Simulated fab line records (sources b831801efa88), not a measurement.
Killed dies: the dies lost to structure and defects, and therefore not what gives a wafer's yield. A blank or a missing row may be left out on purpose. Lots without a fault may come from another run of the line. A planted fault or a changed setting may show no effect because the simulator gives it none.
Chamber matching -- flow gf180mcu -- cmp-02 running GF_V5_CMP_26: 4 sister chambers
The step polishes, stops on SiO2, t overpolish 15 s, target thk 0 nm. 18 wafers are shown with their chamber, then 9 later ones without.

== WAFERS PAIRED WITH THEIR CHAMBERS ==
wafer,chamber,motor_current_A (A),time_to_endpoint_s (s),overpolish_run_s (s)
L336.3,2,13.1,84.2,15.002
L336.4,3,9.9,81.9,14.990
L336.5,3,10.4,81.5,15.005
L338.2,2,12.5,88.4,15.010
L338.3,1,10.8,84.5,15.004
L338.6,1,11.1,81.6,15.027
L341.1,3,9.7,85.4,15.000
L341.3,0,10.8,81.8,15.015
L341.6,3,9.6,81.8,15.004
L342.1,3,9.3,80.3,14.988
L342.2,0,11.6,83.7,14.985
L342.6,1,10.7,80.2,14.992
L343.3,3,9.5,82.8,14.995
L343.4,1,11.3,82.0,14.997
L343.5,3,10.0,81.4,15.004
L346.3,2,12.9,82.0,14.987
L346.4,1,10.8,80.7,15.002
L346.6,1,10.9,83.9,14.996

SIGNATURES, as means of the wafers listed above
reading,chamber 0,chamber 1,chamber 2,chamber 3,scatter within a chamber
motor_current_A,11.200,10.933,12.833,9.771,0.333
time_to_endpoint_s,82.750,82.150,84.867,82.157,1.95
overpolish_run_s,15.00000,15.00300,14.99967,14.99800,0.0114
Rule: for each reading, subtract the chamber's mean from the wafer's reading, divide by that reading's scatter and square the result; add these up over the readings and take the root, which gives the wafer's distance from the chamber. If the next closest chamber is less than 2 further off than the closest, the wafer can't be placed; otherwise it belongs to the closest. The scatter is the square root of a quotient: the sum, over the shown wafers, of each reading's squared deviation from its chamber's mean, divided by wafers minus chambers.

== WAFERS WITHOUT THEIR CHAMBER ==
wafer,motor_current_A (A),time_to_endpoint_s (s),overpolish_run_s (s)
L348.1,10.1,83.4,14.998
L348.2,13.3,83.7,14.993
L348.4,10.9,84.5,15.002
L349.5,11.3,79.7,15.020
L349.6,13.0,82.7,14.997
L350.3,10.4,81.1,15.000
L350.6,12.8,84.9,15.004
L351.3,9.5,89.0,15.012
L351.4,12.4,91.2,14.988

== WHICH CHAMBER EACH WENT THROUGH ==
wafer,from the rows above,in truth
L348.1,can't be placed: 3 or 1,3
L348.2,2,2
L348.4,can't be placed: 1 or 0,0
L349.5,can't be placed: 1 or 0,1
L349.6,2,2
L350.3,can't be placed: 1 or 3 or 0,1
L350.6,2,2
L351.3,can't be placed: 3 or 1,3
L351.4,2,2
4 of 9 placed correctly. Cannot be placed on the basis of these rows: 5; the candidates contain the true chamber in 5. 0 placed wrongly.
